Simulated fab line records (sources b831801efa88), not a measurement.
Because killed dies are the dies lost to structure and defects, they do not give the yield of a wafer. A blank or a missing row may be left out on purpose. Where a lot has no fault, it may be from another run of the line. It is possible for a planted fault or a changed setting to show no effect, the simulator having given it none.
What tool caused it? ; flow gf180mcu ; 11 lots, 33 wafers sampled, at 4 steps of a route of 602

## WHAT THE GAUGES SHOWED, per wafer
GF_VT_IMPLANT_TW_MEAS_32.
lot;measured;on;VT_IMPLANT_3_TW
L950;day 7 17:59;film metro-04;266.5 266.5 266.7
L951;day 7 23:02;film metro-01;266.3 263.9 265.6
L952;day 8 07:32;film metro-04;29.7 29.9 29.7
L953;day 8 17:32;film metro-04;29.8 29.9 29.9
L961;day 10 17:02;film metro-04;266.6 266.1 265.9
L962;day 10 23:47;film metro-03;268.8 267.8 268.9
L964;day 11 11:05;film metro-03;268.5 270.8 270.1
L965;day 11 17:29;film metro-01;269.2 266.8 267.8
L966;day 12 00:59;film metro-03;268.9 270.3 269.7
L967;day 12 06:34;film metro-03;268.2 268.2 267.4
L970;day 13 04:53;film metro-04;265.9 266.2 266.3

## EACH LOT AND THE TOOL THAT RAN IT (in order: tool; ch and the chambers of the sampled wafers; start)
lot;GF_STI_CMP_25;GF_VT_IMPLANT_STRIP_20;GF_VT_IMPLANT_STRIP_31
L950;cmp-01 ch 0,2,3, day 2 19:24;plasma asher-02 ch 0,1, day 7 02:02;plasma asher-02 ch 0,1, day 7 17:53
L951;cmp-02 ch 0,2,3, day 2 23:58;plasma asher-04 ch 0,1, day 7 06:23;plasma asher-02 ch 0,1, day 7 22:56
L952;cmp-02 ch 0,1,2, day 3 05:07;plasma asher-04 ch 1, day 7 14:44;plasma asher-04 ch 0, day 8 07:26
L953;cmp-01 ch 0,2,3, day 3 14:47;plasma asher-04 ch 0,1, day 8 01:08;plasma asher-01 ch 0,1, day 8 17:26
L961;cmp-02 ch 1,2,3, day 5 03:37;plasma asher-01 ch 0,1, day 9 22:56;plasma asher-02 ch 0,1, day 10 16:56
L962;cmp-01 ch 1,2,3, day 5 09:24;plasma asher-01 ch 0,1, day 10 05:08;plasma asher-01 ch 0,1, day 10 23:41
L964;cmp-02 ch 2,3, day 5 19:02;plasma asher-01 ch 0,1, day 10 16:41;plasma asher-04 ch 0,1, day 11 10:59
L965;cmp-01 ch 0,1,3, day 6 00:35;plasma asher-04 ch 0,1, day 10 23:32;plasma asher-04 ch 0,1, day 11 17:23
L966;cmp-02 ch 0,1,3, day 6 06:03;plasma asher-02 ch 0,1, day 11 06:08;plasma asher-04 ch 0,1, day 12 00:53
L967;cmp-02 ch 1,2, day 6 11:14;plasma asher-04 ch 0,1, day 11 11:58;plasma asher-02 ch 0,1, day 12 06:28
L970;cmp-02 ch 0,3, day 7 03:53;plasma asher-01 ch 0,1, day 12 08:59;plasma asher-01 ch 0,1, day 13 04:47
- GF_STI_CMP_25: polishes, stops on Si3N4, t overpolish 33 s, target thk 524.6 nm.
- GF_VT_IMPLANT_STRIP_20: strips in O2/N2.
- GF_VT_IMPLANT_STRIP_31: strips in O2/N2.

## THE ANSWER, worked out from the rows above alone
Rule: what is usual is taken from the lots themselves. The widest of any qualifying gaps counts: lots, ordered by their means at a reading, are off when they make up no more than a third of the lots, leave a main group of 4 or more, and stand apart from it by 3 or more times the standard deviation of that group's means. The tables above print the reading to a certain number of digits; a main group whose means all agree to those digits is not used. A lot without any number at a reading at which 4 lots or more have one is off too. All remaining lots with rows at the step are treated as sound.
Off: L952, L953, at GF_VT_IMPLANT_TW_MEAS_32 (VT_IMPLANT_3_TW). The main group: mean 267.6, standard deviation 1.5.
A tool fits if, at a process step before that reading, it ran every lot that is off, and no sound lot after the first of them. Gauges at GF_VT_IMPLANT_TW_MEAS_32: tried the same way as those tools. Not one of the candidates tried fits.

## WHAT THE SIMULATOR PUT IN
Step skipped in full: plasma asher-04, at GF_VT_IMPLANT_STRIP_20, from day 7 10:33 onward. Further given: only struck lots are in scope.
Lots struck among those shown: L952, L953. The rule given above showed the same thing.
